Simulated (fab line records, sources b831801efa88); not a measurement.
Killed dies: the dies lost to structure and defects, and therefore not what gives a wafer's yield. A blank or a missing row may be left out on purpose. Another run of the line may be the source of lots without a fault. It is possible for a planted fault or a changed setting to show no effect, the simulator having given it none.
Which of the tools did it? -- flow gf180mcu -- 14 lots, 42 wafers sampled, at 5 steps of a route of 602

## WHAT THE GAUGES READ, wafer by wafer
GF_PSD_RS_MEAS_15: uses a four-point probe to measure. Usual: PSD_RS typically reads 108.58 ohm/sq, with standard deviation 0.26.
lot,measured,on,PSD_RS (ohm/sq),flag
L717,day 14 12:35,film_metro-02,108.82 108.94 108.67,
L718,day 14 21:53,film_metro-03,108.59 108.49 108.57,
L719,day 15 00:27,film_metro-03,108.68 108.47 108.30,
L721,day 15 12:07,film_metro-01,108.45 108.31 108.33,
L720,day 15 17:38,film_metro-01,108.54 108.29 108.42,
L722,day 16 04:04,film_metro-01,108.33 108.70 108.96,
L723,day 16 07:49,film_metro-01,108.74 108.43 108.63,
L726,day 17 19:52,film_metro-01,108.13 108.32 108.21,
L727,day 18 00:50,film_metro-02,108.57 108.43 108.80,
L728,day 18 13:23,film_metro-03,108.79 108.55 108.67,
L729,day 19 06:15,film_metro-01,108.36 108.33 108.18,
L731,day 19 22:07,film_metro-01,108.57 108.36 108.36,
L738,day 21 14:19,film_metro-02,108.85 108.77 108.48,
L740,day 22 00:49,film_metro-02,108.27 108.16 108.37,

GF_SAB_OVL_MEAS_10. Usual: SAB_OVL typically reads -0.8 nm, with standard deviation 1.3.
lot,measured,on,SAB_OVL (nm),flag
L717,day 15 09:28,overlay-02,-0.7 0.0 -1.2,
L718,day 15 18:52,overlay-01,-1.3 -2.4 -0.8,
L719,day 15 22:15,overlay-01,0.7 1.4 -0.3,
L721,day 16 10:01,overlay-01,1.1 0.8 -0.9,
L720,day 16 16:11,overlay-01,-0.8 -0.3 -1.6,
L722,day 17 02:00,overlay-01,-1.3 -1.6 -0.6,
L723,day 17 06:20,overlay-01,-2.0 0.6 -1.0,
L726,day 18 18:47,overlay-01,-0.7 -0.8 -1.5,
L727,day 19 00:25,overlay-01,-2.1 -1.8 -0.6,
L728,day 19 13:43,overlay-02,-1.9 -1.8 0.4,
L729,day 20 06:51,overlay-02,-0.9 -1.9 -0.8,
L731,day 20 21:34,overlay-01,-1.1 -0.3 2.4,
L738,day 22 13:49,overlay-02,-1.8 -2.0 -0.8,
L740,day 23 00:24,overlay-01,-0.7 -0.5 -1.2,

GF_SALICIDE_RS_MEAS_04: uses a four-point probe to measure. Usual: SALICIDE_TIN_RS typically reads 16.4 ohm/sq, with standard deviation 0.37.
lot,measured,on,SALICIDE_TIN_RS (ohm/sq),flag
L717,day 15 09:53,film_metro-03,16.1 15.8 16.5,
L718,day 15 19:17,film_metro-04,17.0 16.1 15.9,
L719,day 15 22:43,film_metro-03,15.6 16.4 16.1,
L721,day 16 10:29,film_metro-02,16.2 16.9 16.2,
L720,day 16 16:38,film_metro-03,16.2 16.4 16.5,
L722,day 17 02:28,film_metro-02,16.7 16.8 16.8,
L723,day 17 06:46,film_metro-02,16.9 16.7 16.7,
L726,day 18 19:13,film_metro-03,16.6 16.8 16.7,
L727,day 19 00:50,film_metro-03,16.6 17.0 16.1,
L728,day 19 14:08,film_metro-03,16.1 16.5 16.7,
L729,day 20 07:17,film_metro-04,21.5 15.9 15.8,OFF
L731,day 20 22:00,film_metro-04,21.8 21.9 16.7,OFF
L738,day 22 14:15,film_metro-02,16.8 16.7 16.7,
L740,day 23 00:53,film_metro-03,16.8 16.0 16.8,

GF_CONTACT_THK_MEAS_03. Usual: CONTACT_CVD_02_THK typically reads 863 nm, with standard deviation 13.
lot,measured,on,CONTACT_CVD_02_THK (nm),flag
L717,day 15 10:32,film_metro-01,867 857 871,
L718,day 15 19:56,film_metro-02,864 861 876,
L719,day 15 23:27,film_metro-04,848 860 864,
L721,day 16 11:07,film_metro-01,883 872 861,
L720,day 16 17:17,film_metro-02,875 861 877,
L722,day 17 03:05,film_metro-04,872 858 882,
L723,day 17 07:25,film_metro-04,845 850 853,
L726,day 18 19:52,film_metro-04,836 847 862,
L727,day 19 01:31,film_metro-04,837 836 879,
L728,day 19 14:47,film_metro-02,858 871 865,
L729,day 20 07:55,film_metro-04,856 883 868,
L731,day 20 22:38,film_metro-01,872 879 888,
L738,day 22 14:53,film_metro-04,853 858 876,
L740,day 23 01:30,film_metro-02,875 876 887,

## TOOL THAT RAN EACH LOT (tool first, then ch and the chambers of the sampled wafers, then the start)
lot,GF_SALICIDE_SPUTTER_02
L717,"pvd_sputter-01, day 15 09:50"
L718,"pvd_sputter-04, day 15 19:14"
L719,"pvd_sputter-01, day 15 22:37"
L721,"pvd_sputter-04, day 16 10:23"
L720,"pvd_sputter-01, day 16 16:35"
L722,"pvd_sputter-02, day 17 02:22"
L723,"pvd_sputter-02, day 17 06:43"
L726,"pvd_sputter-02, day 18 19:09"
L727,"pvd_sputter-04, day 19 00:47"
L728,"pvd_sputter-04, day 19 14:05"
L729,"pvd_sputter-04, day 20 07:13"
L731,"pvd_sputter-04, day 20 21:56"
L738,"pvd_sputter-01, day 22 14:11"
L740,"pvd_sputter-01, day 23 00:47"
- GF_SALICIDE_SPUTTER_02: material Co, target thk 10 nm, time 20 s.

## WHAT THE TOOLS THEMSELVES READ (means of the sampled wafers that have a number; where no wafer has one, the mark that the record gives instead)
GF_SALICIDE_SPUTTER_02. Usual: chamber_pressure_pa 0.4000 Pa, standard deviation 0.00083; throttle_valve_pct 29.5 %, standard deviation 1.4.
lot,tool,chamber_pressure_pa (Pa),throttle_valve_pct (%),flag
L717,pvd_sputter-01,0.3997,30.4,
L718,pvd_sputter-04,0.3998,29.0,
L719,pvd_sputter-01,0.4006,28.4,
L721,pvd_sputter-04,0.3992,28.0,
L720,pvd_sputter-01,0.3996,31.0,
L722,pvd_sputter-02,0.3997,29.5,
L723,pvd_sputter-02,0.3996,30.3,
L726,pvd_sputter-02,0.3999,30.6,
L727,pvd_sputter-04,0.4001,28.6,
L728,pvd_sputter-04,0.4003,29.6,
L729,pvd_sputter-04,0.4006,28.0,
L731,pvd_sputter-04,0.3990,28.4,
L738,pvd_sputter-01,0.4004,30.7,
L740,pvd_sputter-01,0.4003,30.4,

## THE ANSWER, worked out from the rows above alone
Rule: take the mean of a lot's wafers that have a number; if it is more than 3 standard deviations from the usual mean, the lot is off. A lot without any number at a reading at which 4 lots or more have one is off too. Where the step has rows for the other lots, those lots are counted as sound. First the gauges in route order, then the tools' own readings, where a lot's mean is used as printed above. At the first step where some lot is off, the reading lying furthest off is the one used; lots without a number count as furthest.
Off: L729, L731, at GF_SALICIDE_RS_MEAS_04 (SALICIDE_TIN_RS).
A tool fits if, at a process step before that reading, it ran every lot that is off, and no sound lot after the first of them. Those tools and the gauges at GF_SALICIDE_RS_MEAS_04 are tried in the same way. Can't be told from this: 2 tools fit, pvd_sputter-04 at GF_SALICIDE_SPUTTER_02, film_metro-04 at GF_SALICIDE_RS_MEAS_04.

## WHAT THE SIMULATOR HAD INSERTED
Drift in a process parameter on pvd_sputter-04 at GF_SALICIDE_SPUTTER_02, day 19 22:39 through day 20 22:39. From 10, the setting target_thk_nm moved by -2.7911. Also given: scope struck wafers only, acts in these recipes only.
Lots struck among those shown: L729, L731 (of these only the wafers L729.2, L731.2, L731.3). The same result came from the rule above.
